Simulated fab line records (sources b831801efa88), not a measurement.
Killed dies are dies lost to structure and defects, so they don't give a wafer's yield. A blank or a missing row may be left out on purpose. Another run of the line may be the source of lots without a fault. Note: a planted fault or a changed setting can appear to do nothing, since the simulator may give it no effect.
Struck lot and sound lot, side by side :: flow sky130 :: 43 steps out of a route of 708
Sound: wafers L650.2, L650.3, L650.4. Struck: wafer L665.3 (L665.4, L665.5, from the same lot, were not struck and are left out); the cause is given at the end.
At each step with rows: each side's tool, then ch and its chambers, then its first start. Under that, the readings that differ: sound wafers :: struck wafers :: difference of the means :: sigmas: that difference in standard deviations of wafers without a fault.
alike: a reading whose means differ by less than 2 such deviations, as well as words and numbers matching on both sides. not compared: withheld readings; readings where some wafer has no value; bounds like >300 that might hide an equal value; numbers whose values overlap and for which the record gives no deviation.
Wherever a step has rows on one side only, a row that says differs or no value, or a row with sigmas, the two part there. Numbers that have no deviation but don't overlap get no sigmas and don't part them. A reading that every wafer of one side lacks parts them only if that side has two wafers or more.

first, 7 steps without rows for these wafers: SKY_CONTACT_HMDS_07 (prime time 60 s); SKY_CONTACT_COAT_08 (resist thk 60 nm); SKY_CONTACT_COAT_09 (resist thk 450 nm); SKY_CONTACT_SOFTBAKE_10 (time 90 s); SKY_CONTACT_EXPOSE_11 (exposes mask CTM1, target cd 170 nm); SKY_CONTACT_PEB_12; SKY_CONTACT_DEVELOP_13 (develop time 60 s).
SKY_CONTACT_CD_MEAS_14: target cd 170 nm.
  sound on cd_sem-01 at day 32 19:07; struck on cd_sem-02 at day 37 14:26
  alike: cd_nm
SKY_CONTACT_OVL_MEAS_15:
  sound on overlay-01 at day 32 19:13; struck on overlay-01 at day 37 14:31
  alike: CONTACT_OVL
then, 3 steps without rows for these wafers: SKY_CONTACT_ETCH_16 (etches BARC in N2/H2, stops on SiO2, time 45.9 s, target depth 60 nm); SKY_CONTACT_ETCH_17 (etches SiO2 in C4F8/O2/Ar, stops on Si3N4, target depth 340 nm); SKY_CONTACT_ETCH_18 (etches Si3N4 in CHF3/O2, stops on TiN, time 39 s, target depth 75 nm).
SKY_CONTACT_STRIP_19: strips in O2/N2.
  sound on plasma_asher-01 ch 0,1, day 32 19:23; struck on plasma_asher-04 ch 0, day 37 14:43
  alike: drypump_motor_current_A, oes_product_au, strip_time_to_endpoint_s
  not compared: rf_hours_counter_h
then, 4 steps without rows for these wafers: SKY_CONTACT_STRIP_20 (strips in post etch residue remover, time 1200 s); SKY_CONTACT_CLEAN_21 (cleans in IPA, time 180 s); SKY_CONTACT_CLEAN_22 (cleans in O3/DIW); SKY_CONTACT_SPUTTER_23 (material TiN, target thk 20 nm, time 80 s).
SKY_CONTACT_CVD_24: deposits W, target thk 340 nm, time 102.12 s.
  sound on cvd_w-01 ch 0,1, day 32 20:04; struck on cvd_w-02 ch 0, day 37 15:25
  alike: heater_power_w
SKY_CONTACT_RS_MEAS_25: measures by four-point-probe.
  sound on film_metro-01 at day 32 20:11; struck on film_metro-01 at day 37 15:32
  alike: CONTACT_W_RS
SKY_CONTACT_THK_MEAS_26: measures by xrf.
  sound on film_metro-01 at day 32 20:18; struck on film_metro-01 at day 37 15:38
  alike: CONTACT_W_THK
then, 3 steps without rows for these wafers: SKY_CONTACT_CMP_27 (polishes, stops on SiO2, t overpolish 15 s, target thk 0 nm); SKY_METAL1_SPUTTER_00 (material Ti, target thk 15 nm, time 10 s); SKY_METAL1_SPUTTER_01 (material TiN, target thk 20 nm, time 16.7 s).
SKY_METAL1_SPUTTER_02: material AlCu, target thk 250 nm, time 13.3 s.
  sound on pvd_sputter-01 at day 32 20:42; struck on pvd_sputter-02 at day 37 16:01
reading: chamber_pressure_pa (Pa)
sound: 0.3987 0.3988 0.4006
struck: 0.4014
difference: +0.0020
sigmas: +2
  alike: throttle_valve_pct
then, 1 step without rows for these wafers: SKY_METAL1_SPUTTER_03 (material Ti, target thk 5 nm, time 3.3 s).
SKY_METAL1_SPUTTER_04: material TiN, target thk 70 nm, time 58.3 s.
  sound on pvd_sputter-01 at day 32 20:44; struck on pvd_sputter-02 at day 37 16:04
  alike: chamber_pressure_pa, throttle_valve_pct
SKY_METAL1_RS_MEAS_05: measures by four-point-probe.
  sound on film_metro-02 at day 32 20:49; struck on film_metro-02 at day 37 16:09
  alike: METAL1_ALCU_RS
SKY_METAL1_THK_MEAS_06: measures by xrf.
  sound on film_metro-02 at day 32 20:55; struck on film_metro-02 at day 37 16:15
  alike: METAL1_ALCU_THK
then, 8 steps without rows for these wafers: SKY_METAL1_DEHYDRATE_07 (time 60 s); SKY_METAL1_HMDS_08 (prime time 60 s); SKY_METAL1_COAT_09 (resist thk 60 nm); SKY_METAL1_COAT_10 (resist thk 450 nm); SKY_METAL1_SOFTBAKE_11 (time 90 s); SKY_METAL1_EXPOSE_12 (exposes mask MM1, target cd 140 nm); SKY_METAL1_PEB_13; SKY_METAL1_DEVELOP_14 (develop time 60 s).
SKY_METAL1_CD_MEAS_15: target cd 140 nm.
  sound on cd_sem-02 at day 33 22:28; struck on cd_sem-02 at day 38 17:26
  alike: cd_nm
SKY_METAL1_OVL_MEAS_16:
  sound on overlay-02 at day 33 22:34; struck on overlay-02 at day 38 17:31
  alike: METAL1_OVL
SKY_METAL1_DESCUM_17: chemistry O2, time 8 s.
  sound on rie_metal-01 ch 0,1, day 33 22:35; struck on rie_metal-01 ch 1, day 38 17:33
  alike: drypump_motor_current_A, oes_product_au, temp_c
  not compared: rf_hours_counter_h
SKY_METAL1_ETCH_18: etches BARC in N2/H2, stops on SiO2, time 45.9 s, target depth 60 nm.
  sound on rie_metal-01 ch 0,1, day 33 22:37; struck on rie_metal-01 ch 1, day 38 17:35
  alike: drypump_motor_current_A, oes_product_au, throttle_valve_pct
  not compared: rf_hours_counter_h
then, 2 steps without rows for these wafers: SKY_METAL1_METAL_ETCH_19 (etches the open film in Cl2/BCl3, stops on SiO2, target depth 360 nm, time 78 s); SKY_METAL1_STRIP_20 (strips in O2/N2).
-- the record jumps here: 11 days lie between the struck wafers' starts before and after (it left off in module METAL1 and takes up again in module PAD_OPEN, whose first step shown is number 708 of the route) --
SKY_PAD_OPEN_PROBE_99:
  sound on prober-02 at day 46 10:34; struck on prober-01 at day 50 04:28
reading: killed_at_M4_up
sound: 4 4 6
struck: 0
difference: -5
sigmas: -2

reading: killed_at_contacts
sound: 21 26 20
struck: 60
difference: +38
sigmas: +8

reading: killed_dies
sound: 76 83 84
struck: 108
difference: +27
sigmas: +3

reading: killed_on_rim
sound: 12 21 10
struck: 27
difference: +13
sigmas: +3
  alike: killed_at_M0_to_M3, killed_at_front_end, killed_at_other, killed_open, killed_short

## WHERE THEY PART
At SKY_METAL1_SPUTTER_02 first; at SKY_PAD_OPEN_PROBE_99 last (within this record only).

WHY: the cause the simulator had injected
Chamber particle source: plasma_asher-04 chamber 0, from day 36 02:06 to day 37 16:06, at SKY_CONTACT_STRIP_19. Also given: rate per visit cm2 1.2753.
